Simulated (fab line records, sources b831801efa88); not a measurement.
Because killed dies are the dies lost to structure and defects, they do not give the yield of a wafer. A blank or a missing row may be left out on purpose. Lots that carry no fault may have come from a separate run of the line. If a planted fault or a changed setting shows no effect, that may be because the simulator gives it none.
fab line records	flow sky130
record lots=6	wafers=18	lastDay=50
route steps=708 shown GATE_OXIDE@201 POLY_GATE@204 RES_PROTECT@206 PAD_OPEN@708
lots untouched by any fault: they come from a run of this same line in which no faults occurred
startH: the number of hours between the record's first day and the start of the first shown wafer of the lot	waitH: how many hours have passed since the lot's step before this one	" the same as in the row above	L1.1+2: one row covering several wafers at once	- either no value or no given start	* or withheld: withheld	< > ~ a bound
route shown NAME@n: a module of which the file shows steps, and the number in the route of the first	usual: the fault-free wafers' mean and standard deviation	same: alike in all rows	chamber/n: place in a boat	sites: per-site readings	_std_site: how widely they spread, as a standard deviation	_edge_site: inner sites' mean taken away from outer sites' mean	radiusMm: for every site, how far away it sits from the centre of the wafer	mask NAME#n: copy n	behind: the most recent tool/chamber to have shaped the wafer	hold: what put the lot on hold/how long, in hours/how the hold closed	device: the transistor (n, p or np) that didn't switch	end of line: the route-end tests of the same wafers	for a step that has no rows: nothing shown but its recipe	killed: at the first sort, the dies lost to defects and structure; wafer yield is something else	map: dies across one wafer; x = killed, . = not, _ = none there
set.NAME: the setting as run; set.NAME@STEP: as run at that earlier step	model.NAME: the simulator's own value behind a step, which no gauge read
a table for each step, a row for each wafer; lots at some steps of the route
services: when a tool's chamber went out of use (startH, in hours from the record's first day, below 0 if earlier), for how many hours, and the reason
## steps
# step SKY_GATE_OXIDE_TW_MEAS_14
# usual GATE_OXIDE_TW=223.7/1.5
lot.wafer	tool	chamber	startH	waitH	GATE_OXIDE_TW
L976.2	filmMetro-02	-	309.05	0.1	222.9
L976.3	"	-	"	"	222.7
L976.5	"	-	"	"	222.1
L977.1	filmMetro-02	-	318.03	0.1	223.3
L977.3	"	-	"	"	224.2
L977.4	"	-	"	"	224.6
L983.1	filmMetro-03	-	376.58	0.1	223.1
L983.4	"	-	"	"	222.3
L983.6	"	-	"	"	223.0
L987.2	filmMetro-04	-	403.37	0.1	225.6
L987.4	"	-	"	"	225.7
L987.6	"	-	"	"	227.0
L989.2	filmMetro-02	-	423.82	0.1	224.2
L989.3	"	-	"	"	224.1
L989.5	"	-	"	"	223.5
L999.1	filmMetro-04	-	502.27	0.1	225.8
L999.2	"	-	"	"	225.8
L999.4	"	-	"	"	226.1
# step SKY_GATE_OXIDE_CLEAN_15
# recipe chemistry=SC1/SC2	mix=1:4:20	tempC=70	timeS=150	dry=n2Spin
# step SKY_GATE_OXIDE_OXIDATION_16
# recipe tempC=800	ambient=O2	idleTempC=700	rampUpCPerMin=10	rampDownCPerMin=3	stabiliseS=600	purgeS=300	targetThkA=35.7	oxTimeS=1915
# step SKY_POLY_GATE_CVD_00
# recipe material=poly-Si	targetThkNm=180	tempC=620	timeS=720	pressureMtorr=200
# step SKY_POLY_GATE_THK_MEAS_01
# recipe reads=poly-Si_of_POLY_GATE_CVD_00
# usual POLY_GATE_CVD_00_THK=180.4/1.6
lot.wafer	tool	chamber	startH	waitH	POLY_GATE_CVD_00_THK[nm]
L976.2	filmMetro-04	-	311.96	0.0	181.8
L976.3	"	-	"	"	182.2
L976.5	"	-	"	"	182.1
L977.1	filmMetro-03	-	320.87	0.0	182.5
L977.3	"	-	"	"	181.4
L977.4	"	-	"	"	181.7
L983.1	filmMetro-01	-	381.49	0.0	176.8
L983.4	"	-	"	"	178.5
L983.6	"	-	"	"	178.2
L987.2	filmMetro-03	-	407.83	0.0	178.9
L987.4	"	-	"	"	178.2
L987.6	"	-	"	"	178.6
L989.2	filmMetro-01	-	426.67	0.0	178.9
L989.3	"	-	"	"	180.0
L989.5	"	-	"	"	179.4
L999.1	filmMetro-03	-	507.60	0.0	180.9
L999.2	"	-	"	"	180.9
L999.4	"	-	"	"	182.6
# step SKY_RES_PROTECT_DEHYDRATE_00
# recipe tempC=200	timeS=60
# step SKY_RES_PROTECT_HMDS_01
# recipe primeTimeS=60	primeTempC=120
# step SKY_RES_PROTECT_COAT_02
# recipe resist=NOVOLAK	spinRpm=3000	resistThkNm=1140
# step SKY_RES_PROTECT_SOFTBAKE_03
# recipe tempC=90	timeS=60	resist=NOVOLAK
# step SKY_RES_PROTECT_EXPOSE_04
# recipe maskId=RPM	na=0.6	sourceShape=conventional	sigmaOuter=0.6	polarization=unpolarized	targetCdNm=1270	doseMj=131
# step SKY_RES_PROTECT_PEB_05
# recipe tempC=withheld	timeS=*	resist=NOVOLAK
# step SKY_RES_PROTECT_DEVELOP_06
# recipe resist=NOVOLAK	developer=TMAH	developTimeS=60	devTempC=23
# step SKY_POLY_GATE_IMPLANT_02
# recipe species=P	energyKev=30	doseCm2=7.7e+15	tiltDeg=0
# usual beamOnS=36/3.1	doseIonsCm2=7.7e+15/8.6e+12
lot.wafer	tool	chamber	startH	waitH	beamOnS	doseIonsCm2
L976.2	implanter-01	0	338.22	0.1	30	7.702e+15
L976.3	"	0	"	"	30	7.695e+15
L976.5	"	0	"	"	30	7.705e+15
L977.1	implanter-02	0	347.71	0.1	36	7.692e+15
L977.3	"	0	"	"	38	7.695e+15
L977.4	"	0	"	"	38	7.701e+15
L983.1	implanter-01	0	409.96	0.1	48	1.1894e+16
L983.4	"	0	"	"	47	1.1893e+16
L983.6	"	0	"	"	48	1.1892e+16
L987.2	implanter-01	0	438.11	0.1	47	1.19e+16
L987.4	"	0	"	"	48	1.1895e+16
L987.6	"	0	"	"	47	1.1898e+16
L989.2	implanter-03	0	456.73	0.1	37	7.704e+15
L989.3	"	0	"	"	37	7.716e+15
L989.5	"	0	"	"	37	7.697e+15
L999.1	implanter-01	0	537.50	0.1	30	7.715e+15
L999.2	"	0	"	"	31	7.707e+15
L999.4	"	0	"	"	31	7.72e+15
# step SKY_RES_PROTECT_STRIP_07
# recipe chemistry=O2/N2	powerW=1400	pressureMtorr=1500	platenTempC=withheld	o2FlowSccm=3000	n2FlowSccm=300	overashFraction=0.5
# usual drypumpMotorCurrentA=5.8/0.51	oesProductAu=0.517/0.0045	stripTimeToEndpointS=23.30/0.036
lot.wafer	tool	chamber	startH	waitH	drypumpMotorCurrentA	oesProductAu	rfHoursCounterH	stripTimeToEndpointS
L976.2	plasmaAsher-02	1	338.35	0.1	5.7	0.513	63	23.31
L976.3	"	0	"	"	4.9	0.518	-	23.33
L976.5	"	0	"	"	4.9	0.523	-	23.28
L977.1	plasmaAsher-02	0	347.86	0.1	4.9	0.512	65	23.26
L977.3	"	1	"	"	5.7	0.516	-	23.32
L977.4	"	0	"	"	4.8	0.511	-	23.29
L983.1	plasmaAsher-01	0	410.11	0.1	6.2	0.495	62	24.86
L983.4	"	0	"	"	6.2	0.491	-	24.89
L983.6	"	1	"	"	6.4	0.495	-	24.85
L987.2	plasmaAsher-02	0	438.24	0.1	4.9	0.497	1	24.84
L987.4	"	1	"	"	5.7	0.494	-	24.81
L987.6	"	0	"	"	4.9	0.494	-	24.81
L989.2	plasmaAsher-04	0	456.86	0.1	5.4	0.517	78	23.36
L989.3	"	1	"	"	5.6	0.512	-	23.32
L989.5	"	0	"	"	5.4	0.516	-	23.31
L999.1	plasmaAsher-04	0	537.65	0.1	5.4	0.517	86	23.28
L999.2	"	1	"	"	5.6	0.526	86	23.25
L999.4	"	1	"	"	5.6	0.524	-	23.25
# step SKY_RES_PROTECT_TW_MEAS_08
# usual POLY_GATE_TW=4049/33
lot.wafer	tool	chamber	startH	waitH	POLY_GATE_TW
L976.2	filmMetro-02	-	338.46	0.1	4050
L976.3	"	-	"	"	4034
L976.5	"	-	"	"	4040
L977.1	filmMetro-01	-	347.96	0.1	4085
L977.3	"	-	"	"	4066
L977.4	"	-	"	"	4067
L983.1	filmMetro-04	-	410.21	0.1	4160
L983.4	"	-	"	"	4131
L983.6	"	-	"	"	4163
L987.2	filmMetro-02	-	438.35	0.1	4106
L987.4	"	-	"	"	4084
L987.6	"	-	"	"	4108
L989.2	filmMetro-02	-	456.97	0.1	4018
L989.3	"	-	"	"	4023
L989.5	"	-	"	"	4041
L999.1	filmMetro-01	-	537.75	0.1	4053
L999.2	"	-	"	"	4057
L999.4	"	-	"	"	4059
# step SKY_PAD_OPEN_PROBE_99
# usual killed_at_M0_to_M3=42/7.4	killed_at_M4_up=3.3/2.1	killedAtContacts=24/5.3	killedAtFrontEnd=15/4.5	killedAtOther=0.3/0.57	killedDies=84/10	killedOpen=46/7.5	killedShort=38/6.4
# same grossDies=492	killedAtBackSide=0
lot.wafer	tool	chamber	startH	waitH	killed_at_M0_to_M3	killed_at_M4_up	killedAtContacts	killedAtFrontEnd	killedAtOther	killedDies	killedOpen	killedShort	model.etest.resPoly.lineOhmUm	model.etest.liconPoly.rcOhm	model.etest.resPoly.rsOhmSq
L976.2	prober-02	-	1070.53	0.1	32	3	26	15	0	76	41	34	508	149.7	46.85
L976.3	prober-02	-	1070.58	0.2	39	4	29	11	1	84	52	30	524.2	148.5	47.69
L976.5	prober-02	-	1070.68	0.2	36	3	26	17	0	82	46	36	514	148.8	48.65
L977.1	prober-01	-	1075.59	0.1	42	10	26	14	0	92	54	38	486.6	151.3	47.72
L977.3	prober-01	-	1075.69	0.2	42	6	26	22	0	96	59	35	483.1	148.9	48.54
L977.4	prober-01	-	1075.74	0.2	30	4	23	15	0	72	41	31	471.5	148.7	47.68
L983.1	prober-01	-	1123.65	0.1	45	6	18	15	0	84	50	34	429.4	114.9	39.13
L983.4	prober-01	-	1123.80	0.2	38	4	23	18	0	83	51	32	418.3	115	39.2
L983.6	prober-01	-	1123.90	0.2	38	3	29	16	0	86	40	46	419	116.2	39.61
L987.2	prober-01	-	1142.46	0.1	41	8	36	22	0	107	65	42	403.7	119.5	38.29
L987.4	prober-01	-	1142.56	0.2	42	4	22	6	0	74	45	29	408.4	110.2	38.45
L987.6	prober-01	-	1142.66	0.2	52	1	22	16	0	91	51	40	399.6	114.1	38.09
L989.2	prober-02	-	1153.21	0.1	41	3	23	15	0	82	52	30	506.8	152.9	48.73
L989.3	prober-02	-	1153.26	0.2	34	5	22	20	0	81	40	41	497.8	154.3	47.43
L989.5	prober-02	-	1153.36	0.2	41	3	16	19	0	79	44	35	497.3	157.2	48.27
L999.1	prober-02	-	1199.05	0.1	51	4	31	15	0	101	67	34	504.7	147	47.9
L999.2	prober-02	-	1199.10	0.1	49	2	16	19	0	86	47	38	519	151.3	48.41
L999.4	prober-02	-	1199.20	0.2	45	3	19	16	0	83	47	36	512.7	152.9	47.44
# killed by level:class
L976.2 CONTACT:geometricParticle:open=9 LI_CONTACT:geometricParticle:open=7 VIA1:geometricParticle:open=7 METAL1:geometricParticle:short=6 POLY_GATE:geometricParticle:open=5 CONTACT:geometricParticle:short=5 VIA2:geometricParticle:open=5 POLY_GATE:geometricParticle:short=4
L976.3 VIA1:geometricParticle:open=13 LI_CONTACT:geometricParticle:open=9 CONTACT:geometricParticle:open=9 VIA1:geometricParticle:short=6 LOCAL_INTERCONNECT:geometricParticle:short=5 VIA2:geometricParticle:open=5 POLY_GATE:geometricParticle:short=4 POLY_GATE:geometricParticle:open=3
L976.5 CONTACT:geometricParticle:open=10 VIA1:geometricParticle:open=10 LI_CONTACT:geometricParticle:open=9 POLY_GATE:geometricParticle:short=7 VIA2:geometricParticle:open=7 CONTACT:geometricParticle:short=4 METAL1:geometricParticle:short=4 METAL2:geometricParticle:short=4
L977.1 LI_CONTACT:geometricParticle:open=10 VIA3:geometricParticle:open=10 VIA1:geometricParticle:open=8 VIA2:geometricParticle:open=8 METAL4:geometricParticle:short=8 CONTACT:geometricParticle:open=7 POLY_GATE:geometricParticle:open=6 VIA1:geometricParticle:short=5
L977.3 VIA1:geometricParticle:open=12 CONTACT:geometricParticle:open=9 VIA3:geometricParticle:open=8 LI_CONTACT:geometricParticle:open=7 POLY_GATE:geometricParticle:open=6 LOCAL_INTERCONNECT:geometricParticle:short=6 METAL4:geometricParticle:short=6 FIELD_ISO:geometricParticle:open=5
L977.4 LI_CONTACT:geometricParticle:open=9 VIA1:geometricParticle:open=9 FIELD_ISO:geometricParticle:short=6 FIELD_ISO:geometricParticle:open=5 CONTACT:geometricParticle:short=5 CONTACT:geometricParticle:open=5 VIA2:geometricParticle:short=3 METAL4:geometricParticle:open=3
L983.1 VIA1:geometricParticle:open=11 CONTACT:geometricParticle:open=10 VIA2:geometricParticle:open=8 VIA2:geometricParticle:short=7 VIA3:geometricParticle:open=5 FIELD_ISO:geometricParticle:open=3 SONOS_ONO:geometricParticle:open=3 POLY_GATE:geometricParticle:short=3
L983.4 CONTACT:geometricParticle:open=9 VIA3:geometricParticle:open=8 VIA1:geometricParticle:open=6 POLY_GATE:geometricParticle:open=6 VIA2:geometricParticle:open=6 FIELD_ISO:geometricParticle:open=5 LOCAL_INTERCONNECT:geometricParticle:short=5 CONTACT:geometricParticle:short=5
L983.6 CONTACT:geometricParticle:open=12 VIA1:geometricParticle:open=7 LOCAL_INTERCONNECT:geometricParticle:short=6 VIA2:geometricParticle:open=6 FIELD_ISO:geometricParticle:short=5 POLY_GATE:geometricParticle:short=5 LI_CONTACT:geometricParticle:short=5 VIA1:geometricParticle:short=5
L987.2 CONTACT:geometricParticle:open=14 LI_CONTACT:geometricParticle:open=13 VIA1:geometricParticle:open=10 VIA3:geometricParticle:open=8 FIELD_ISO:geometricParticle:short=6 METAL3:geometricParticle:short=6 METAL4:geometricParticle:short=6 POLY_GATE:geometricParticle:open=5
L987.4 VIA1:geometricParticle:open=13 LI_CONTACT:geometricParticle:open=8 VIA2:geometricParticle:short=8 CONTACT:geometricParticle:open=8 VIA3:geometricParticle:open=5 METAL2:geometricParticle:short=4 VIA2:geometricParticle:open=4 CONTACT:geometricParticle:short=3
L987.6 VIA1:geometricParticle:open=16 CONTACT:geometricParticle:open=9 VIA3:geometricParticle:short=7 VIA3:geometricParticle:open=6 POLY_GATE:geometricParticle:open=5 LOCAL_INTERCONNECT:geometricParticle:short=5 METAL1:geometricParticle:short=5 METAL2:geometricParticle:short=5
L989.2 CONTACT:geometricParticle:open=14 VIA1:geometricParticle:open=9 POLY_GATE:geometricParticle:open=7 METAL1:geometricParticle:short=7 METAL2:geometricParticle:short=6 VIA2:geometricParticle:open=5 VIA3:geometricParticle:open=4 FIELD_ISO:geometricParticle:short=3
L989.3 VIA3:geometricParticle:open=8 LI_CONTACT:geometricParticle:open=7 FIELD_ISO:geometricParticle:short=6 POLY_GATE:geometricParticle:short=5 CONTACT:geometricParticle:open=5 VIA1:geometricParticle:open=5 LOCAL_INTERCONNECT:geometricParticle:short=4 VIA1:geometricParticle:short=4
L989.5 VIA1:geometricParticle:open=11 VIA3:geometricParticle:open=9 VIA1:geometricParticle:short=6 POLY_GATE:geometricParticle:short=5 CONTACT:geometricParticle:open=5 FIELD_ISO:geometricParticle:open=4 POLY_GATE:geometricParticle:open=4 CONTACT:geometricParticle:short=4
L999.1 CONTACT:geometricParticle:open=21 VIA1:geometricParticle:open=13 VIA1:geometricParticle:short=7 VIA2:geometricParticle:open=7 FIELD_ISO:geometricParticle:open=6 LI_CONTACT:geometricParticle:open=5 VIA3:geometricParticle:open=5 METAL1:geometricParticle:open=4
L999.2 VIA1:geometricParticle:open=10 VIA3:geometricParticle:open=10 METAL1:geometricParticle:short=8 FIELD_ISO:geometricParticle:open=6 VIA2:geometricParticle:open=6 VIA3:geometricParticle:short=6 FIELD_ISO:geometricParticle:short=5 LI_CONTACT:geometricParticle:open=5
L999.4 CONTACT:geometricParticle:open=11 VIA3:geometricParticle:open=10 POLY_GATE:geometricParticle:short=7 VIA1:geometricParticle:short=6 VIA2:geometricParticle:open=6 METAL1:geometricParticle:short=5 LI_CONTACT:geometricParticle:open=4 VIA1:geometricParticle:open=4
## services
tool	chamber	startH	hours	kind
implanter-01	-	324.21	3.2	pm
plasmaAsher-01	-	347.46	2.8	pm
implanter-03	-	369.26	33.0	repair
implanter-01	-	370.01	2.0	repair
implanter-02	-	396.66	5.6	repair
implanter-02	-	417.73	3.2	repair
plasmaAsher-02	-	421.25	9.0	pm
plasmaAsher-02	0	421.25	9.0	ventCycle
plasmaAsher-02	1	421.25	9.0	ventCycle
plasmaAsher-02	0	430.25	-	clean
plasmaAsher-02	1	430.25	-	clean
implanter-02	-	432.74	41.0	repair
plasmaAsher-04	-	446.86	8.8	repair
plasmaAsher-04	-	471.02	2.8	pm
plasmaAsher-02	-	472.08	0.8	repair
implanter-02	-	473.73	3.0	pm
plasmaAsher-02	-	519.19	0.8	repair
## key
firstSign step=SKY_POLY_GATE_IMPLANT_02	reading=doseIonsCm2	direction=up	sigmas=99+	usual=*	struck=*
effect step=SKY_POLY_GATE_IMPLANT_02	reading=beamOnS	direction=up	sigmas=3.8	usual=36	struck=48
effect step=SKY_RES_PROTECT_STRIP_07	reading=stripTimeToEndpointS	direction=up	sigmas=43	usual=*	struck=*
effect step=SKY_RES_PROTECT_TW_MEAS_08	reading=POLY_GATE_TW	direction=up	sigmas=2.3	usual=4049	struck=4125
modelEffect step=SKY_PAD_OPEN_PROBE_99	value=etest.resPoly.lineOhmUm	without=516.6	struck=413.1
metAt SKY_POLY_GATE_IMPLANT_02
struckWafers L983.1,L983.4,L983.6,L987.2,L987.4,L987.6
testerLeftOut L983,L987
onsetBetween 338.22 409.96
fault kind=processParameterDrift	tool=implanter-01	chamber=-	onsetH=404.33	steps=SKY_POLY_GATE_IMPLANT_02	channel=doseCm2	offset=*	shape=step	endH=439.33	actsIn=*	stated=*
# testerLeftOut: of these lots the tester's yield and bins aren't shown, on N5 and GAA mostly nor the transistor test; their killed dies are dies lost to structure and defects alone, not to doping, threshold or leakage, so they don't give the yield
